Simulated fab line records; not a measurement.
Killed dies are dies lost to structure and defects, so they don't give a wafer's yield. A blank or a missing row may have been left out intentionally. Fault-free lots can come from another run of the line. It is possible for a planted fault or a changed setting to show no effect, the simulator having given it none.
A struck lot beside a sound one	flow sky130	17 steps out of a route of 708
Sound: wafers L887.1, L887.3, L887.6. Struck: wafer L884.3; the same lot's L884.5 was not struck, so it is left out; see the end for the cause.
Each step with rows lists, per side, the tool, then ch with its chambers, then its first start. Under that, the readings that differ: sound wafers	struck wafers	difference of the means	sigmas: that difference in standard deviations of wafers without a fault.
alike: readings with means less than 2 such deviations apart, plus words and numbers identical on both sides. not compared: withheld readings, readings lacking a value on some wafer, bounds such as >300 that could conceal the same value, and numbers that have no deviation in the record and whose values overlap.
Wherever a step has rows on one side only, a row that says differs or no value, or a row with sigmas, the two part there. When numbers do not overlap yet have no deviation, they are printed without sigmas and do not part them. A reading missing from all wafers of one side parts the sides only when that side holds two or more wafers.

first, 3 steps without rows for these wafers: SKY_METAL4_CLEAN_21 (cleans in IPA, time 180 s); SKY_METAL4_CLEAN_22 (cleans in O3/DIW); SKY_VIA4_HDPCVD_00 (deposits SiO2, target thk 1750 nm, time 291.7 s).
SKY_VIA4_THK_MEAS_01:
  sound on filmMetro-01 at day 47 02:27; struck on filmMetro-04 at day 46 04:16
reading	sound	struck	difference	sigmas
VIA4_HDPCVD_THK (nm)	1744 1697 1715	1757	+38	+2
SKY_VIA4_CMP_02: polishes SiO2.
  sound on cmp-01 ch 0,2,3, day 47 02:37; struck on cmp-01 ch 1, day 46 05:25
  alike: motorCurrentA
SKY_VIA4_BOW_MEAS_03:
  sound on filmMetro-01 at day 47 02:49; struck on filmMetro-01 at day 46 05:44
  alike: VIA4_BOW
then, 6 steps without rows for these wafers: SKY_VIA4_DEHYDRATE_04 (time 60 s); SKY_VIA4_HMDS_05 (prime time 60 s); SKY_VIA4_COAT_06 (resist thk 1140 nm); SKY_VIA4_SOFTBAKE_07 (time 60 s); SKY_VIA4_EXPOSE_08 (exposes mask VIM4, target cd 800 nm); SKY_VIA4_PEB_09.
SKY_VIA4_DEVELOP_10: develop time 60 s.
  sound on lithoTrack-03 ch 0, day 47 22:08; struck on lithoTrack-02 ch 0, day 47 01:46
  alike: resistLineTempC
SKY_VIA4_OVL_MEAS_11:
  sound on overlay-01 at day 47 22:17; struck on overlay-01 at day 47 01:52
reading	sound	struck	difference	sigmas
VIA4_OVL (nm)	-0.4 1.2 1.9	-2.0	-2.9	-2
SKY_VIA4_ETCH_12: etches SiO2 in C4F8/O2/Ar, stops on TiN, target depth 580 nm.
  sound on rieDiel-01 ch 0,2,3, day 47 22:19; struck on rieDiel-04 ch 2, day 47 01:54
reading	sound	struck	difference	sigmas
rfFwdPowerW (W)	1487 1488 1488	1501	+13	+3
model.VIA4.cdNm (nm)	802.2 800.7 800.7	738.4	-62.8	
  alike: oesProductAu
SKY_VIA4_STRIP_13: strips in O2/N2.
  sound on plasmaAsher-02 ch 0, day 47 22:23; struck on plasmaAsher-02 ch 0, day 47 02:00
  alike: drypumpMotorCurrentA, oesProductAu, stripTimeToEndpointS
  not compared: rfHoursCounterH
-- the record jumps here: 3 days lie between the struck wafers' starts before and after (it left off in module VIA4 and takes up again in module PAD_OPEN, whose first step shown is number 708 of the route) --
SKY_PAD_OPEN_PROBE_99:
  sound on prober-02 at day 50 08:36; struck on prober-01 at day 49 15:18
reading	sound	struck	difference	sigmas
model.etest.via4Chain.rcOhm	0.8305 0.8051 0.8199	0.8979	+0.0794	

## WHERE THEY PART
At SKY_VIA4_THK_MEAS_01 first; at SKY_VIA4_ETCH_12 last (within this record only). Later steps at which nothing parts them and some readings are alike: SKY_VIA4_STRIP_13.

WHY: the cause the simulator had injected
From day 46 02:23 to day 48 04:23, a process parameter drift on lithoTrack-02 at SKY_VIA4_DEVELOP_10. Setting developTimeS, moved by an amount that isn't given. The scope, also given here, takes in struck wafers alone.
